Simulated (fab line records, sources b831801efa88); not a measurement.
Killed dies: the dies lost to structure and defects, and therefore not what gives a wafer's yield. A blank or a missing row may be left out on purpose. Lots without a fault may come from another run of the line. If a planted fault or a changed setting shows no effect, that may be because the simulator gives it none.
What tool caused it? | flow gf180mcu | Sampling: 11 lots, 33 wafers, 5 of 602 route steps

== WHAT THE GAUGES READ, wafer by wafer ==
GF_V5_CD_MEAS_14: target cd 260 nm.
lot  | measured     | on        | cd nm (nm)
L370 | day 27 15:29 | cd sem-01 | 260.4 260.1 260.3
L371 | day 28 01:37 | cd sem-02 | 259.0 258.0 260.6
L374 | day 28 17:05 | cd sem-02 | 261.1 260.3 261.7
L377 | day 29 14:46 | cd sem-01 | 259.9 258.9 259.6
L380 | day 30 07:43 | cd sem-01 | 263.5 260.6 260.1
L387 | day 32 08:54 | cd sem-01 | 258.0 259.0 257.4
L388 | day 32 15:02 | cd sem-01 | 261.8 259.8 259.6
L389 | day 33 02:34 | cd sem-02 | 258.6 259.6 259.4
L391 | day 33 10:13 | cd sem-01 | 262.1 260.5 261.7
L390 | day 33 11:13 | cd sem-01 | 260.3 259.1 260.4
L392 | day 33 18:32 | cd sem-02 | 257.5 258.0 259.1

GF_PASSIVATION_THK_MEAS_01.
lot  | measured     | on            | PASSIVATION_CVD_00_THK (nm)
L370 | day 28 13:46 | film metro-01 | 985 1007 995
L371 | day 28 23:46 | film metro-04 | 992 987 997
L374 | day 29 15:14 | film metro-03 | 991 999 998
L377 | day 30 11:57 | film metro-04 | 546 556 1012 546 556 1012
L380 | day 31 04:31 | film metro-03 | 534 980 1004 534 980 1004
L387 | day 33 03:23 | film metro-03 | 1018 1010 1011
L388 | day 33 09:19 | film metro-04 | 990 991 1011
L389 | day 33 20:11 | film metro-03 | 989 992 983
L391 | day 34 03:39 | film metro-04 | 1007 989 1020
L390 | day 34 05:39 | film metro-04 | 994 991 1010
L392 | day 34 12:02 | film metro-04 | 991 988 992

== TOOL THAT RAN EACH LOT (tool first, then ch and the chambers of the sampled wafers, then the start) ==
lot  | GF_V5_SPUTTER_21             | GF_TOP_METAL_SPUTTER_00      | GF_PASSIVATION_CVD_00
L370 | pvd sputter-01, day 27 16:19 | pvd sputter-03, day 27 17:01 | pecvd-03 ch 0,1, day 28 13:41
L371 | pvd sputter-02, day 28 02:26 | pvd sputter-01, day 28 03:08 | pecvd-01 ch 1,2, day 28 23:40
L374 | pvd sputter-01, day 28 17:55 | pvd sputter-01, day 28 18:37 | pecvd-03 ch 0,1, day 29 15:08
L377 | pvd sputter-02, day 29 15:40 | pvd sputter-01, day 29 16:21 | pecvd-03 ch 0,2, day 30 11:51
L380 | pvd sputter-02, day 30 08:59 | pvd sputter-04, day 30 09:40 | pecvd-03 ch 0,1,2, day 31 04:26
L387 | pvd sputter-01, day 32 09:43 | pvd sputter-03, day 32 10:23 | pecvd-01 ch 0,1,2, day 33 03:19
L388 | pvd sputter-01, day 32 15:52 | pvd sputter-04, day 32 16:34 | pecvd-03 ch 0,1,2, day 33 09:13
L389 | pvd sputter-02, day 33 03:25 | pvd sputter-01, day 33 04:07 | pecvd-01 ch 0,1,2, day 33 20:06
L391 | pvd sputter-01, day 33 11:06 | pvd sputter-04, day 33 11:47 | pecvd-03 ch 0,1,2, day 34 03:34
L390 | pvd sputter-01, day 33 12:06 | pvd sputter-01, day 33 12:54 | pecvd-04 ch 0,1, day 34 05:35
L392 | pvd sputter-01, day 33 19:23 | pvd sputter-03, day 33 20:05 | pecvd-01 ch 0,1,2, day 34 11:58
- GF_V5_SPUTTER_21: material Ti, target thk 15 nm, time 80.02 s.
- GF_TOP_METAL_SPUTTER_00: material Ti, target thk 37.5 nm, time 150 s.
- GF_PASSIVATION_CVD_00: deposits SiO2 from TEOS, target thk 1000 nm, time 111.95 s.

== WHAT THE TOOLS THEMSELVES READ (means of the sampled wafers that have a number; where no wafer has one, the mark that the record gives instead) ==
GF_V5_SPUTTER_21.
lot  | tool           | throttle valve pct (%)
L370 | pvd sputter-01 | 29.2
L371 | pvd sputter-02 | 30.2
L374 | pvd sputter-01 | 30.7
L377 | pvd sputter-02 | 30.3
L380 | pvd sputter-02 | 29.9
L387 | pvd sputter-01 | 29.3
L388 | pvd sputter-01 | 29.4
L389 | pvd sputter-02 | 29.7
L391 | pvd sputter-01 | 29.8
L390 | pvd sputter-01 | 30.5
L392 | pvd sputter-01 | 29.8

GF_TOP_METAL_SPUTTER_00.
lot  | tool           | throttle valve pct (%)
L370 | pvd sputter-03 | 30.7
L371 | pvd sputter-01 | 30.8
L374 | pvd sputter-01 | 30.4
L377 | pvd sputter-01 | 30.6
L380 | pvd sputter-04 | 28.7
L387 | pvd sputter-03 | 29.7
L388 | pvd sputter-04 | 28.7
L389 | pvd sputter-01 | 30.7
L391 | pvd sputter-04 | 28.1
L390 | pvd sputter-01 | 28.7
L392 | pvd sputter-03 | 30.2

GF_PASSIVATION_CVD_00.
lot  | tool     | heater power w (W)
L370 | pecvd-03 | 587
L371 | pecvd-01 | 624
L374 | pecvd-03 | 646
L377 | pecvd-03 | 567
L380 | pecvd-03 | 574
L387 | pecvd-01 | 676
L388 | pecvd-03 | 570
L389 | pecvd-01 | 689
L391 | pecvd-03 | 640
L390 | pecvd-04 | 693
L392 | pecvd-01 | 709

== THE ANSWER, worked out from the rows above alone ==
Rule: usual is defined by the lots themselves. Put in order of their means at a reading, lots are off if they are a third of the lots or fewer, leave a main group of 4 or more, and stand apart from it by a gap of 3 or more times the standard deviation of the main group's means; of several such gaps the widest counts. A main group whose means are all the same, to the digits that the tables above print for the reading, isn't used. Also off: a lot with no number at a reading for which 4 or more lots have one. All remaining lots with rows at the step are treated as sound. After the gauges, taken in route order, come the tools' own readings; for these a lot's mean is taken, as printed above. At the first step where some lot is off, the reading lying furthest off is the one used; lots without a number count as furthest.
Off: L377, L380, seen at GF_PASSIVATION_THK_MEAS_01 (PASSIVATION_CVD_00_THK). The main group: mean 997 nm, standard deviation 7.3.
If a tool, at a process step before that reading, ran all the lots that are off and no sound lot after the first of them, it fits. Those tools and the gauges at GF_PASSIVATION_THK_MEAS_01 are tried in the same way. Not one of the candidates tried fits.

== WHAT THE SIMULATOR HAD PUT IN ==
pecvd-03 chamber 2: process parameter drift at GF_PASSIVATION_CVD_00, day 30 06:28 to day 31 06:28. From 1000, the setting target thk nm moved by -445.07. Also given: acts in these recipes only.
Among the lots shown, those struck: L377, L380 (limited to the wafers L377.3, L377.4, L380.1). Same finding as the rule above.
